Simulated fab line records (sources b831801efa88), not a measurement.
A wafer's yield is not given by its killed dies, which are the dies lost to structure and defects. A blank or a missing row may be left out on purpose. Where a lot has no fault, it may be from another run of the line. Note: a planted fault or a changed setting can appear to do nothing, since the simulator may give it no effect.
The tool behind it: which one? ; flow sky130 ; 12 lots with 36 wafers sampled at 2 steps, on a route of 708 steps

== WHAT THE GAUGES READ, wafer by wafer ==
SKY_PWDE_TW_MEAS_10.
lot;measured;on;PWDE_TW
L075;day 3 23:04;film metro-01;375.3 374.3 376.4
L077;day 4 22:55;film metro-01;375.3 374.6 373.2
L079;day 5 18:46;film metro-02;372.5 371.9 372.2
L081;day 5 23:56;film metro-02;372.2 372.6 375.3
L083;day 6 03:26;film metro-01;374.0 375.6 374.5
L085;day 6 08:11;film metro-02;367.6 370.9 369.1
L087;day 6 23:41;film metro-02;369.7 371.6 369.7
L089;day 7 12:07;film metro-02;372.8 369.9 369.9
L091;day 7 22:46;film metro-01;374.6 376.4 375.5
L093;day 8 07:16;film metro-03;372.5 372.7 375.9
L095;day 9 01:24;film metro-02;372.8 371.3 372.2
L097;day 9 06:23;film metro-02;369.6 369.4 371.2

== WHAT TOOL EACH LOT RAN ON (gives the tool, then ch and the chambers of the sampled wafers, and finally the start) ==
lot;SKY_FIELD_ISO_CMP_27
L075;cmp-02 ch 2,3, day 2 12:38
L077;cmp-02 ch 1,2, day 3 03:32
L079;cmp-02 ch 0,2,3, day 4 00:28
L081;cmp-02 ch 1,2, day 4 07:40
L083;cmp-01 ch 0,2,3, day 4 10:08
L085;cmp-01 ch 1,2, day 4 17:04
L087;cmp-02 ch 0,1,2, day 5 04:35
L089;cmp-01 ch 1,2,3, day 5 17:35
L091;cmp-02 ch 0,3, day 6 04:35
L093;cmp-02 ch 0,1,2, day 6 11:49
L095;cmp-02 ch 0,1,3, day 7 03:44
L097;cmp-02 ch 0,2,3, day 7 10:38
- SKY_FIELD_ISO_CMP_27: polishes, stops on Si3N4, t overpolish 16 s, target thk 457.8 nm.

== THE ANSWER, worked out from the rows above alone ==
Rule: what is usual is taken from the lots themselves. The widest of any qualifying gaps counts: lots, ordered by their means at a reading, are off when they make up no more than a third of the lots, leave a main group of 4 or more, and stand apart from it by 3 or more times the standard deviation of that group's means. Not used: any main group whose means are identical at the precision the tables above print for the reading. Also off: a lot with no number at a reading for which 4 or more lots have one. Where the step has rows for the other lots, those lots are counted as sound.
No lot is off on any of the readings shown, so nothing can be concluded from this.

== WHAT WAS PUT IN BY THE SIMULATOR ==
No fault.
